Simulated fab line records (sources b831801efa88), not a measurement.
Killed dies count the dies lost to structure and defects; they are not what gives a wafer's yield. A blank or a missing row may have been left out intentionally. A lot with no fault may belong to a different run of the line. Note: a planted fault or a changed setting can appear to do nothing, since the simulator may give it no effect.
A struck lot beside a sound one | flow sky130 | 25 steps out of a route of 708
Sound: wafers L140.3, L140.4, L140.6. The struck wafers were L153.3, L153.5. At the end, the cause is stated.
Per side, at each step with rows, come the tool, then ch with its chambers, and then its first start. Under that, the readings that differ: sound wafers | struck wafers | difference of the means | sigmas: that difference in standard deviations of wafers without a fault.
alike: words and numbers the same on both sides, and readings whose means are apart by under 2 such deviations; not compared: readings that were withheld, readings missing a value for some wafer, numbers with overlapping values and no deviation given by the record, and bounds like >300 which may hide the same value.
A row with sigmas, a row that says differs or no value, or rows on one side alone: a step with any of these is where the two part. When numbers do not overlap yet have no deviation, they are printed without sigmas and do not part them. Lack of a reading on every wafer of one side parts them only where that side has two or more wafers.

first, 9 steps without rows for these wafers: SKY_LI_CONTACT_ETCH_14 (etches BARC in N2/H2, stops on SiO2, time 45.9 s, target depth 60 nm); SKY_LI_CONTACT_ETCH_15 (etches PSG in C4F8/O2/Ar, stops on Si, target depth 600 nm); SKY_LI_CONTACT_STRIP_16 (strips in O2/N2); SKY_LI_CONTACT_CLEAN_17 (cleans in NMP, time 600 s); SKY_LI_CONTACT_PRE_CLEAN_18 (time 5.6 s); SKY_LI_CONTACT_SPUTTER_19 (material Ti, target thk 20 nm, time 106.37 s); SKY_LI_CONTACT_SPUTTER_20 (material TiN, target thk 20 nm, time 80 s); SKY_LI_CONTACT_CVD_21 (deposits W, target thk 400 nm, time 120.56 s); SKY_LI_CONTACT_CMP_24 (polishes, stops on PSG, t overpolish 20 s, target thk 0 nm).
SKY_LOCAL_INTERCONNECT_SPUTTER_00: material TiN, target thk 100 nm, time 83.3 s.
  sound on pvd_sputter-04 at day 31 17:13; struck on pvd_sputter-04 at day 35 14:05
  reading                                                | sound             | struck      | difference | sigmas
  model.TiN_of_LOCAL_INTERCONNECT_SPUTTER_00.thk_nm (nm) | 99.93 100.6 100.5 | 57.66 57.64 | -42.69     |
  alike: throttle_valve_pct
SKY_LOCAL_INTERCONNECT_RS_MEAS_01: uses a four-point probe to measure.
  sound on film_metro-04 at day 31 17:19; struck on film_metro-04 at day 35 14:29
  reading                            | sound             | struck      | difference | sigmas
  LOCAL_INTERCONNECT_TIN_RS (ohm/sq) | 14.17 14.07 14.04 | 25.44 25.39 | +11.32     | +81
  not compared: hold
SKY_LOCAL_INTERCONNECT_THK_MEAS_02: measures by xrf.
  sound on film_metro-04 at day 31 17:25; struck on film_metro-04 at day 35 16:34
  reading                         | sound          | struck    | difference | sigmas
  LOCAL_INTERCONNECT_TIN_THK (nm) | 98.0 98.4 99.3 | 56.9 56.8 | -41.7      | -43
  not compared: hold
then, 8 steps without rows for these wafers: SKY_LOCAL_INTERCONNECT_HMDS_04 (prime time 60 s); SKY_LOCAL_INTERCONNECT_COAT_05 (resist thk 60 nm); SKY_LOCAL_INTERCONNECT_COAT_06 (resist thk 450 nm); SKY_LOCAL_INTERCONNECT_SOFTBAKE_07 (time 90 s); SKY_LOCAL_INTERCONNECT_EXPOSE_08 (exposes mask LI1M, target cd 170 nm); SKY_LOCAL_INTERCONNECT_PEB_09; SKY_LOCAL_INTERCONNECT_DEVELOP_10 (develop time 60 s); SKY_LOCAL_INTERCONNECT_ETCH_13 (etches BARC in N2/H2, stops on SiO2, time 45.9 s, target depth 60 nm).
SKY_LOCAL_INTERCONNECT_METAL_ETCH_14: etches TiN in Cl2/BCl3, stops on PSG, target depth 110 nm, time 31.4 s.
  sound on rie_metal-03 ch 0,1, day 32 21:05; struck on rie_metal-01 ch 0,1, day 36 17:18
  reading                | sound                | struck        | difference | sigmas
  oes_product_au (a.u.)  | 0.947 0.938 0.946    | 0.699 0.707   | -0.241     | -38
  throttle_valve_pct (%) | 21.909 21.899 21.894 | 22.046 22.038 | +0.141     | +15
  alike: chamber_pressure_mTorr, drypump_motor_current_A
  not compared: rf_hours_counter_h
then, 1 step without rows for these wafers: SKY_LOCAL_INTERCONNECT_STRIP_15 (strips in O2/N2).
SKY_LOCAL_INTERCONNECT_STRIP_16: strips in post etch residue remover, time 1200 s.
  sound on wet_bench-03 ch 2, day 32 21:14; struck on wet_bench-04 ch 1, day 36 17:26
  reading                                                | sound           | struck      | difference | sigmas
  model.TiN_of_LOCAL_INTERCONNECT_SPUTTER_00.thk_nm (nm) | 99.51 100.2 100 | 57.23 57.22 | -42.68     |
then, 1 step without rows for these wafers: SKY_LOCAL_INTERCONNECT_CLEAN_17 (cleans in IPA, time 180 s).
-- a jump in the record: the struck wafers' starts before and after are 14 days apart (it breaks off in module LOCAL_INTERCONNECT and resumes in module PAD_OPEN, where the first step shown is number 708 of the route) --
SKY_PAD_OPEN_PROBE_99:
  sound on prober-01 at day 47 16:16; struck on prober-02 at day 50 08:47
  reading                        | sound             | struck      | difference | sigmas
  killed_at_contacts             | 28 23 21          | 37 33       | +11        | +2
  model.etest.res_li.line_ohm_um | 76.06 75.65 76.35 | 130 131.2   | +55        |
  model.etest.res_li.rs_ohm_sq   | 12.91 12.84 12.85 | 22.41 22.25 | +9.46      |
  model.etest.mcon_chain.rc_ohm  | 16.79 16.79 17.23 | 21.29 20.9  | +4.16      |
  alike: killed_at_M0_to_M3, killed_at_M4_up, killed_at_front_end, killed_at_other, killed_dies, killed_open, killed_short

== WHERE THEY PART ==
First at SKY_LOCAL_INTERCONNECT_RS_MEAS_01; last, within this record, at SKY_PAD_OPEN_PROBE_99.

WHY: what had been put in by the simulator
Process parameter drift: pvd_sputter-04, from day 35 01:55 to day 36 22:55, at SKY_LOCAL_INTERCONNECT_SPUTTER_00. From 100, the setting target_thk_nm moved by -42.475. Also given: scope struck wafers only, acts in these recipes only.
